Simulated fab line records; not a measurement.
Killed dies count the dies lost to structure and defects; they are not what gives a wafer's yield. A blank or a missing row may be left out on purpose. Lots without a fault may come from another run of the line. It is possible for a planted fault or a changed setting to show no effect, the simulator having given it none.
Which of the tools did it? | flow gf180mcu | 14 lots, 41 wafers sampled, at 7 steps of a route of 602

## WHAT THE GAUGES SHOWED, per wafer
GF_HV_LDD_TW_MEAS_38.
lot  | measured     | on            | HV_LDD_3_TW
L931 | day 11 14:59 | film-metro-01 | 1449 1441 1448
L932 | day 12 00:52 | film-metro-01 | 1453 1448 1454
L934 | day 12 19:22 | film-metro-01 | 1445 1451 1446
L939 | day 14 07:53 | film-metro-04 | 1441 1438
L942 | day 15 13:08 | film-metro-01 | 1450 1453 1443
L943 | day 15 16:01 | film-metro-03 | 1438 1440 1435
L944 | day 15 22:45 | film-metro-03 | 1441 1443 1438
L945 | day 16 10:33 | film-metro-03 | 1440 1437 1447
L948 | day 17 08:16 | film-metro-03 | 1448 1451 1441
L949 | day 17 14:29 | film-metro-03 | 1453 1443 1444
L950 | day 17 21:44 | film-metro-01 | 1450 1452 1454
L951 | day 18 07:35 | film-metro-01 | 1449 1444 1458
L952 | day 18 16:30 | film-metro-03 | 1449 1445 1447
L954 | day 19 05:52 | film-metro-03 | 1446 1444 1454

GF_CONTACT_THK_MEAS_03.
lot  | measured     | on            | CONTACT_CVD_02_THK (nm)
L931 | day 15 04:54 | film-metro-01 | 860 867 869
L932 | day 15 17:17 | film-metro-04 | 867 867 870
L934 | day 16 13:17 | film-metro-03 | 854 860 863
L939 | day 18 08:23 | film-metro-01 | 846 262
L942 | day 19 13:49 | film-metro-04 | 868 262 250
L943 | day 19 17:40 | film-metro-03 | 857 858 869
L944 | day 20 02:35 | film-metro-03 | 848 859 840
L945 | day 20 15:17 | film-metro-03 | 841 868 851
L948 | day 21 13:24 | film-metro-04 | 843 855 852
L949 | day 21 21:33 | film-metro-04 | 846 863 875
L950 | day 22 03:52 | film-metro-01 | 880 879 857
L951 | day 22 14:27 | film-metro-01 | 866 883 875
L952 | day 22 21:41 | film-metro-03 | 863 856 860
L954 | day 23 10:34 | film-metro-04 | 849 871 866

GF_V3_THK_MEAS_01.
lot  | measured     | on            | V3_CVD_00_THK (nm)
L931 | day 21 10:56 | film-metro-04 | 615 599 610
L932 | day 21 23:04 | film-metro-01 | 606 604 599
L934 | day 22 22:31 | film-metro-02 | 604 606 596
L939 | day 24 16:19 | film-metro-02 | 599 603
L942 | day 25 16:50 | film-metro-04 | 599 594 597
L943 | day 25 23:17 | film-metro-01 | 598 597 608
L944 | day 26 04:35 | film-metro-04 | 596 613 603
L945 | day 26 15:03 | film-metro-01 | 612 614 609
L948 | day 27 10:46 | film-metro-01 | 599 603 603
L949 | day 27 19:40 | film-metro-02 | 599 599 600
L950 | day 27 22:01 | film-metro-04 | 597 590 596
L951 | day 28 06:38 | film-metro-04 | 590 598 588
L952 | day 28 15:44 | film-metro-02 | 591 599 598
L954 | day 28 23:26 | film-metro-01 | 606 608 600

## EACH LOT AND THE TOOL THAT RAN IT (in order: tool; ch and the chambers of the sampled wafers; start)
lot  | GF_HV_LDD_RTA_52                 | GF_CONTACT_CVD_02               | GF_CONTACT_CMP_04             | GF_CONTACT_ETCH_17
L931 | rtp-anneal-01 ch 0, day 12 10:27 | pecvd-03 ch 1,2, day 15 04:49   | cmp-01 ch 2,3, day 15 04:59   | rie-diel-03 ch 0,1,3, day 21 10:56 or earlier
L932 | rtp-anneal-01 ch 0, day 12 21:08 | pecvd-01 ch 1,2, day 15 17:13   | cmp-01 ch 1,2,3, day 15 17:20 | rie-diel-04 ch 2,3, day 21 23:04 or earlier
L934 | rtp-anneal-01 ch 0, day 13 15:47 | pecvd-04 ch 0,1,2, day 16 13:12 | cmp-01 ch 1,2,3, day 16 13:26 | rie-diel-04 ch 2,3, day 22 22:31 or earlier
L939 | rtp-anneal-01 ch 0, day 15 06:14 | pecvd-03 ch 2, day 18 08:17     | cmp-01 ch 0,2, day 18 08:34   | rie-diel-01 ch 0,2, day 24 16:19 or earlier
L942 | rtp-anneal-01 ch 0, day 16 10:57 | pecvd-03 ch 0,1,2, day 19 13:46 | cmp-01 ch 2,3, day 19 13:51   | rie-diel-03 ch 1,2,3, day 25 16:50 or earlier
L943 | rtp-anneal-02 ch 0, day 16 13:36 | pecvd-01 ch 0,1,2, day 19 17:35 | cmp-02 ch 1,2,3, day 19 17:43 | rie-diel-03 ch 0,1,3, day 25 23:17 or earlier
L944 | rtp-anneal-01 ch 0, day 16 21:32 | pecvd-04 ch 0,1,2, day 20 02:31 | cmp-02 ch 1,2,3, day 20 02:42 | rie-diel-03 ch 0,2,3, day 26 04:35 or earlier
L945 | rtp-anneal-02 ch 0, day 17 10:03 | pecvd-01 ch 1,2, day 20 15:13   | cmp-01 ch 0,1,2, day 20 15:27 | rie-diel-03 ch 0,1,2, day 26 15:03 or earlier
L948 | rtp-anneal-01 ch 0, day 18 07:12 | pecvd-01 ch 1,2, day 21 13:20   | cmp-02 ch 0,1,3, day 21 13:31 | rie-diel-01 ch 0,1,2, day 27 10:46 or earlier
L949 | rtp-anneal-01 ch 0, day 18 14:31 | pecvd-01 ch 0,1, day 21 21:28   | cmp-01 ch 1,2, day 21 21:36   | rie-diel-04 ch 0,3, day 27 19:40 or earlier
L950 | rtp-anneal-02 ch 0, day 18 21:43 | pecvd-04 ch 0,1,2, day 22 03:47 | cmp-01 ch 1,2, day 22 03:58   | rie-diel-03 ch 1,2, day 27 22:01 or earlier
L951 | rtp-anneal-02 ch 0, day 19 08:56 | pecvd-03 ch 0,1,2, day 22 14:22 | cmp-02 ch 0,2, day 22 14:33   | rie-diel-01 ch 0,1,2, day 28 06:38 or earlier
L952 | rtp-anneal-02 ch 0, day 19 17:16 | pecvd-04 ch 0,1,2, day 22 21:37 | cmp-01 ch 0,1,3, day 22 21:44 | rie-diel-01 ch 0,1,2, day 28 15:44 or earlier
L954 | rtp-anneal-01 ch 0, day 20 06:42 | pecvd-01 ch 0,1, day 23 10:30   | cmp-01 ch 0,2, day 23 10:41   | rie-diel-03 ch 0,3, day 28 23:26 or earlier
- GF_HV_LDD_RTA_52: time 10 s.
- GF_CONTACT_CVD_02: deposits SiO2 from TEOS, target thk 860 nm, time 95.992 s.
- GF_CONTACT_CMP_04: polishes SiO2.
- GF_CONTACT_ETCH_17: etches SiO2 in C4F8/O2/Ar, stops on CoSi2, target depth 860 nm.

## WHAT THE TOOLS THEMSELVES READ (means of the sampled wafers that have a number; where no wafer has one, the mark that the record gives instead)
GF_HV_LDD_RTA_52.
lot  | tool          | lamp-power-pct (%) | wafer_temp_C_max
L931 | rtp-anneal-01 | 26.9               | 1006.9
L932 | rtp-anneal-01 | 26.9               | 1007.3
L934 | rtp-anneal-01 | 26.9               | 1006.1
L939 | rtp-anneal-01 | 26.9               | 1008.1
L942 | rtp-anneal-01 | 26.9               | 1006.4
L943 | rtp-anneal-02 | 30.5               | 1004.9
L944 | rtp-anneal-01 | 26.9               | 1006.4
L945 | rtp-anneal-02 | 30.5               | 1004.4
L948 | rtp-anneal-01 | 26.9               | 1006.0
L949 | rtp-anneal-01 | 26.9               | 1006.5
L950 | rtp-anneal-02 | 30.6               | 1005.2
L951 | rtp-anneal-02 | 30.5               | 1006.6
L952 | rtp-anneal-02 | 30.5               | 1005.7
L954 | rtp-anneal-01 | 26.8               | 1005.6

GF_CONTACT_CVD_02.
lot  | tool     | heater-power-w (W)
L931 | pecvd-03 | 678
L932 | pecvd-01 | 697
L934 | pecvd-04 | 676
L939 | pecvd-03 | 754
L942 | pecvd-03 | 650
L943 | pecvd-01 | 721
L944 | pecvd-04 | 681
L945 | pecvd-01 | 739
L948 | pecvd-01 | 703
L949 | pecvd-01 | 674
L950 | pecvd-04 | 655
L951 | pecvd-03 | 717
L952 | pecvd-04 | 653
L954 | pecvd-01 | 687

GF_CONTACT_CMP_04.
lot  | tool   | motor-current-A (A) | slurry-filter-dp-kPa (kPa) | time-to-endpoint-s (s)
L931 | cmp-01 | 12.0                | 13.48                      | 117
L932 | cmp-01 | 11.6                | 13.55                      | 118
L934 | cmp-01 | 11.4                | 13.47                      | 119
L939 | cmp-01 | 12.7                | 13.40                      | 67
L942 | cmp-01 | 11.9                | 13.56                      | 54
L943 | cmp-02 | 11.3                | 13.54                      | 114
L944 | cmp-02 | 11.2                | 13.41                      | 112
L945 | cmp-01 | 11.8                | 13.63                      | 105
L948 | cmp-02 | 11.2                | 13.48                      | 108
L949 | cmp-01 | 11.4                | 13.47                      | 109
L950 | cmp-01 | 11.1                | 13.53                      | 112
L951 | cmp-02 | 11.5                | 13.37                      | 114
L952 | cmp-01 | 11.6                | 13.47                      | 107
L954 | cmp-01 | 12.8                | 13.53                      | 110

GF_CONTACT_ETCH_17.
lot  | tool        | oes-product-au (a.u.)
L931 | rie-diel-03 | 0.814
L932 | rie-diel-04 | 0.818
L934 | rie-diel-04 | 0.819
L939 | rie-diel-01 | 0.737
L942 | rie-diel-03 | 0.715
L943 | rie-diel-03 | 0.815
L944 | rie-diel-03 | 0.820
L945 | rie-diel-03 | 0.817
L948 | rie-diel-01 | 0.813
L949 | rie-diel-04 | 0.820
L950 | rie-diel-03 | 0.814
L951 | rie-diel-01 | 0.817
L952 | rie-diel-01 | 0.815
L954 | rie-diel-03 | 0.815

## THE ANSWER, worked out from the rows above alone
Rule: usual is defined by the lots themselves. Put in order of their means at a reading, lots are off if they are a third of the lots or fewer, leave a main group of 4 or more, and stand apart from it by a gap of 3 or more times the standard deviation of the main group's means; of several such gaps the widest counts. A main group whose means are all the same, to the digits that the tables above print for the reading, isn't used. Also off: a lot with no number at a reading for which 4 or more lots have one. Where the step has rows for the other lots, those lots are counted as sound. Order of review: gauges by route order, followed by the tools' own readings, for which a lot's mean as printed above is used. At the first step where some lot is off, the reading lying furthest off is the one used; lots without a number count as furthest.
Off: L939, L942, seen at GF_CONTACT_THK_MEAS_03 (CONTACT_CVD_02_THK). The main group: mean 861 nm, standard deviation 7.7.
If a tool, at a process step before that reading, ran all the lots that are off and no sound lot after the first of them, it fits. Not tried: the gauges at GF_CONTACT_THK_MEAS_03; whatever is off there is also off at GF_CONTACT_CMP_04, on other tools, and gauge error can't account for it. No candidate that was tried fits.

## WHAT THE SIMULATOR HAD INSERTED
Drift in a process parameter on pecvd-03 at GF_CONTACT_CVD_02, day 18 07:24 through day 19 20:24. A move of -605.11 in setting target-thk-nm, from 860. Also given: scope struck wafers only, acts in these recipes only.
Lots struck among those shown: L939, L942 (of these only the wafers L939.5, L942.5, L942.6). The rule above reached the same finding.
